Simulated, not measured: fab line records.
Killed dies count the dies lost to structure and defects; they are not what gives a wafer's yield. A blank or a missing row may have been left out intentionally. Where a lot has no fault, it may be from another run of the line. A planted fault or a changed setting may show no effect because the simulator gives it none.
The tool behind it: which one? | flow sky130 | 15 lots, 45 wafers sampled, at 5 steps of a route of 708

== WHAT THE GAUGES SHOWED, per wafer ==
SKY_VT_ADJUST_NCORE_TW_MEAS_11. Usual: VT_ADJUST_NCORE_TW 219.7, standard deviation 2.3.
lot  | measured     | on            | VT_ADJUST_NCORE_TW | flag
L509 | day 9 06:28  | film metro-02 | 217.3 217.3 218.1  |
L511 | day 10 05:29 | film metro-02 | 216.9 218.7 217.9  |
L512 | day 10 11:13 | film metro-03 | 222.5 223.0 222.9  |
L513 | day 10 22:32 | film metro-02 | 217.2 218.7 218.8  |
L514 | day 11 03:00 | film metro-03 | 223.1 223.6 223.6  |
L517 | day 11 23:47 | film metro-03 | 223.7 223.5 223.6  |
L518 | day 12 06:23 | film metro-01 | 217.7 219.0 217.1  |
L519 | day 12 07:38 | film metro-03 | 222.3 221.9 222.3  |
L520 | day 12 14:53 | film metro-02 | 219.8 219.4 218.6  |
L521 | day 12 19:22 | film metro-03 | 222.6 221.7 222.7  |
L522 | day 13 03:57 | film metro-02 | 218.7 218.3 218.2  |
L523 | day 13 11:26 | film metro-02 | 218.6 219.0 218.3  |
L527 | day 14 16:48 | film metro-01 | 219.4 218.6 217.8  |
L528 | day 14 19:15 | film metro-02 | 219.6 218.5 218.5  |
L529 | day 15 08:21 | film metro-01 | 218.2 217.1 218.2  |

SKY_GATE_OXIDE_TW_MEAS_14. Usual: GATE_OXIDE_TW 224.5, standard deviation 2.7.
lot  | measured     | on            | GATE_OXIDE_TW     | flag
L509 | day 14 18:57 | film metro-04 | 221.2 221.1 221.0 |
L511 | day 15 16:38 | film metro-03 | 227.3 226.8 227.6 |
L512 | day 15 21:20 | film metro-02 | 224.5 224.3 224.5 |
L513 | day 17 04:58 | film metro-02 | 221.4 221.7 222.1 |
L514 | day 17 04:50 | film metro-03 | 228.2 228.5 226.4 |
L517 | day 17 23:34 | film metro-03 | 228.1 228.2 227.3 |
L518 | day 18 04:53 | film metro-03 | 228.1 227.4 228.4 |
L519 | day 18 07:49 | film metro-04 | 220.5 221.4 221.0 |
L520 | day 18 15:58 | film metro-04 | 29.6 29.7 29.7    | OFF
L521 | day 18 22:18 | film metro-03 | 30.5 30.6 30.7    | OFF
L522 | day 19 06:32 | film metro-02 | 30.0 30.0 30.1    | OFF
L523 | day 19 20:19 | film metro-03 | 229.3 226.9 228.7 |
L527 | day 21 03:35 | film metro-02 | 223.0 223.0 224.9 |
L528 | day 21 09:20 | film metro-03 | 225.3 225.9 225.9 |
L529 | day 21 22:26 | film metro-02 | 222.3 223.4 223.7 |

== WHAT TOOL EACH LOT RAN ON (gives the tool, then ch and the chambers of the sampled wafers, and finally the start) ==
lot  | SKY_VT_ADJUST_LVTN_STRIP_20          | SKY_VT_ADJUST_NCORE_STRIP_10         | SKY_GATE_OXIDE_IMPLANT_11
L509 | plasma asher-04 ch 0,1, day 8 09:00  | plasma asher-01 ch 0,1, day 9 06:23  | implanter-01 ch 0, day 14 18:37
L511 | plasma asher-03 ch 0,1, day 9 07:40  | plasma asher-02 ch 0,1, day 10 05:23 | implanter-04 ch 0, day 15 16:16
L512 | plasma asher-04 ch 0,1, day 9 13:04  | plasma asher-01 ch 0, day 10 11:07   | implanter-01 ch 0, day 15 20:58
L513 | plasma asher-04 ch 0,1, day 10 00:07 | plasma asher-01 ch 0,1, day 10 22:26 | implanter-04 ch 0, day 17 04:37
L514 | plasma asher-04 ch 0,1, day 10 04:13 | plasma asher-02 ch 0,1, day 11 02:53 | implanter-01 ch 0, day 17 04:30
L517 | plasma asher-04 ch 0,1, day 11 00:49 | plasma asher-02 ch 0,1, day 11 23:41 | implanter-01 ch 0, day 17 23:13
L518 | plasma asher-01 ch 0,1, day 11 08:07 | plasma asher-04 ch 0,1, day 12 06:17 | implanter-02 ch 0, day 18 04:31
L519 | plasma asher-03 ch 0,1, day 11 08:55 | plasma asher-02 ch 0,1, day 12 07:32 | implanter-04 ch 0, day 18 07:22
L520 | plasma asher-04 ch 0,1, day 11 15:34 | plasma asher-02 ch 0,1, day 12 14:47 | implanter-01, day 18 15:37
L521 | plasma asher-01 ch 0,1, day 11 20:42 | plasma asher-04 ch 0,1, day 12 19:17 | implanter-01, day 18 21:58
L522 | plasma asher-01 ch 0,1, day 12 03:43 | plasma asher-02 ch 0,1, day 13 03:50 | implanter-01, day 19 06:11
L523 | plasma asher-01 ch 0,1, day 12 10:10 | plasma asher-04 ch 0,1, day 13 11:20 | implanter-01 ch 0, day 19 19:58
L527 | plasma asher-01 ch 0,1, day 13 14:22 | plasma asher-02 ch 0, day 14 16:41   | implanter-01 ch 0, day 21 03:14
L528 | plasma asher-04 ch 0,1, day 13 17:22 | plasma asher-04 ch 0,1, day 14 19:08 | implanter-01 ch 0, day 21 08:59
L529 | plasma asher-01 ch 0,1, day 14 05:34 | plasma asher-01 ch 0,1, day 15 08:14 | implanter-01 ch 0, day 21 22:06
- SKY_VT_ADJUST_LVTN_STRIP_20: strips in O2/N2.
- SKY_VT_ADJUST_NCORE_STRIP_10: strips in O2/N2.
- SKY_GATE_OXIDE_IMPLANT_11

== WHAT THE TOOLS THEMSELVES READ (means of the sampled wafers that have a number; where no wafer has one, the mark that the record gives instead) ==
SKY_VT_ADJUST_LVTN_STRIP_20. Usual: drypump motor current A 5.7 A, standard deviation 0.77; oes product au 0.716 a.u., standard deviation 0.0044; strip time to endpoint s 14.18 s, standard deviation 0.041.
lot  | tool            | drypump motor current A (A) | oes product au (a.u.) | strip time to endpoint s (s) | flag
L509 | plasma asher-04 | 6.0                         | 0.716                 | 14.12                        |
L511 | plasma asher-03 | 5.7                         | 0.720                 | 14.16                        |
L512 | plasma asher-04 | 6.0                         | 0.714                 | 14.18                        |
L513 | plasma asher-04 | 5.4                         | 0.715                 | 14.20                        |
L514 | plasma asher-04 | 5.4                         | 0.717                 | 14.16                        |
L517 | plasma asher-04 | 6.0                         | 0.718                 | 14.23                        |
L518 | plasma asher-01 | 5.9                         | 0.716                 | 14.20                        |
L519 | plasma asher-03 | 5.6                         | 0.719                 | 14.18                        |
L520 | plasma asher-04 | 5.3                         | 0.716                 | 14.16                        |
L521 | plasma asher-01 | 5.6                         | 0.718                 | 14.17                        |
L522 | plasma asher-01 | 5.5                         | 0.718                 | 14.17                        |
L523 | plasma asher-01 | 5.9                         | 0.720                 | 14.18                        |
L527 | plasma asher-01 | 5.9                         | 0.717                 | 14.26                        |
L528 | plasma asher-04 | 6.0                         | 0.719                 | 14.21                        |
L529 | plasma asher-01 | 5.9                         | 0.718                 | 14.15                        |

SKY_VT_ADJUST_NCORE_STRIP_10. Usual: drypump motor current A 5.6 A, standard deviation 0.68; oes product au 0.716 a.u., standard deviation 0.0049; strip time to endpoint s 14.31 s, standard deviation 0.03.
lot  | tool            | drypump motor current A (A) | oes product au (a.u.) | strip time to endpoint s (s) | flag
L509 | plasma asher-01 | 5.6                         | 0.709                 | 14.31                        |
L511 | plasma asher-02 | 5.6                         | 0.717                 | 14.29                        |
L512 | plasma asher-01 | 5.2                         | 0.719                 | 14.29                        |
L513 | plasma asher-01 | 5.9                         | 0.717                 | 14.33                        |
L514 | plasma asher-02 | 5.4                         | 0.715                 | 14.31                        |
L517 | plasma asher-02 | 5.4                         | 0.716                 | 14.32                        |
L518 | plasma asher-04 | 5.4                         | 0.717                 | 14.31                        |
L519 | plasma asher-02 | 5.4                         | 0.715                 | 14.29                        |
L520 | plasma asher-02 | 5.6                         | 0.716                 | 14.33                        |
L521 | plasma asher-04 | 5.4                         | 0.715                 | 14.24                        |
L522 | plasma asher-02 | 5.4                         | 0.715                 | 14.30                        |
L523 | plasma asher-04 | 6.0                         | 0.713                 | 14.30                        |
L527 | plasma asher-02 | 5.1                         | 0.713                 | 14.29                        |
L528 | plasma asher-04 | 5.4                         | 0.716                 | 14.35                        |
L529 | plasma asher-01 | 5.9                         | 0.716                 | 14.31                        |

SKY_GATE_OXIDE_IMPLANT_11. Usual: beam energy keV 10.000, standard deviation 0.0032; beam on s 9.99 s, standard deviation 0.2.
lot  | tool         | beam energy keV | beam on s (s) | flag
L509 | implanter-01 | 10.001          | 9.98          |
L511 | implanter-04 | 9.999           | 9.91          |
L512 | implanter-01 | 9.995           | 10.18         |
L513 | implanter-04 | 10.001          | 10.03         |
L514 | implanter-01 | 10.004          | 10.19         |
L517 | implanter-01 | 10.001          | 9.86          |
L518 | implanter-02 | 9.999           | 9.98          |
L519 | implanter-04 | 9.997           | 9.96          |
L520 | implanter-01 | -               | -             | OFF
L521 | implanter-01 | -               | -             | OFF
L522 | implanter-01 | -               | -             | OFF
L523 | implanter-01 | 9.999           | 9.95          |
L527 | implanter-01 | 10.001          | 10.04         |
L528 | implanter-01 | 9.998           | 10.07         |
L529 | implanter-01 | 10.001          | 10.12         |

== THE ANSWER, worked out from the rows above alone ==
Rule: take the mean of a lot's wafers that have a number; if it is more than 3 standard deviations from the usual mean, the lot is off. A lot without any number at a reading at which 4 lots or more have one is off too. Any other lot the step has rows for is counted as sound. First the gauges in route order, then the tools' own readings, where a lot's mean is used as printed above. At the first step where some lot is off, the reading lying furthest off is the one used; lots without a number count as furthest.
Off: L520, L521, L522, at SKY_GATE_OXIDE_TW_MEAS_14 (GATE_OXIDE_TW).
If a tool, at a process step before that reading, ran all the lots that are off and no sound lot after the first of them, it fits. Not tried: the gauges at SKY_GATE_OXIDE_TW_MEAS_14; whatever is off there is also off at SKY_GATE_OXIDE_IMPLANT_11, on other tools, and gauge error can't account for it. Of those tried, none fits.

== WHAT WAS PUT IN BY THE SIMULATOR ==
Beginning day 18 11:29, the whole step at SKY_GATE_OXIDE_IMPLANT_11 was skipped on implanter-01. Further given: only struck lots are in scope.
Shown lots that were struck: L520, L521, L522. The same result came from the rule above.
